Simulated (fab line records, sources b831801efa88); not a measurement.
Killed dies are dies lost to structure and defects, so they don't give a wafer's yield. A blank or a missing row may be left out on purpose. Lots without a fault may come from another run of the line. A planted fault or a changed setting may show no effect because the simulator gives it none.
Chamber matching | flow sky130 | SKY_CONTACT_ETCH_17 on rie_diel-02: 4 sister chambers
The step etches SiO2 in C4F8/O2/Ar, stops on Si3N4, target depth 340 nm. 14 wafers are shown with their chamber, then 7 later ones without.

WAFERS WITH THEIR CHAMBER
wafer  | chamber | oes_product_au (a.u.)
L824.1 | 2       | 0.884
L824.3 | 3       | 0.889
L824.6 | 2       | 0.883
L826.3 | 1       | 0.890
L826.4 | 0       | 0.887
L826.5 | 0       | 0.889
L827.1 | 2       | 0.890
L827.4 | 1       | 0.891
L827.6 | 1       | 0.888
L829.4 | 0       | 0.895
L829.5 | 2       | 0.896
L829.6 | 3       | 0.890
L840.2 | 0       | 0.893
L840.5 | 3       | 0.892

SIGNATURES (means of the wafers above)
reading        | chamber 0 | chamber 1 | chamber 2 | chamber 3 | scatter within a chamber
oes_product_au | 0.89100   | 0.88967   | 0.88825   | 0.89033   | 0.00398
Rule: a wafer's distance from a chamber is the root of the sum, over the readings, of the square of ((its reading less the chamber's mean) divided by the reading's scatter). The wafer belongs to the nearest chamber; if the next one is less than 2 further off, it can't be placed. The scatter: the root of (the sum of the squares of (reading less its chamber's mean) over the shown wafers, divided by (wafers less chambers)).

WAFERS WITHOUT THEIR CHAMBER
wafer  | oes_product_au (a.u.)
L840.6 | 0.896
L844.1 | 0.890
L844.3 | 0.888
L844.6 | 0.897
L846.1 | 0.888
L846.2 | 0.897
L846.5 | 0.896

WHICH CHAMBER EACH WENT THROUGH
wafer  | from the rows above               | in truth
L840.6 | can't be placed: 0 or 3 or 1 or 2 | 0
L844.1 | can't be placed: 1 or 3 or 0 or 2 | 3
L844.3 | can't be placed: 2 or 1 or 3 or 0 | 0
L844.6 | can't be placed: 0 or 3 or 1 or 2 | 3
L846.1 | can't be placed: 2 or 1 or 3 or 0 | 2
L846.2 | can't be placed: 0 or 3 or 1 or 2 | 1
L846.5 | can't be placed: 0 or 3 or 1 or 2 | 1
Placed correctly: 0 of 7. Can't be placed from these rows: 7 (the true chamber is among the candidates in 7). Placed wrongly: 0.
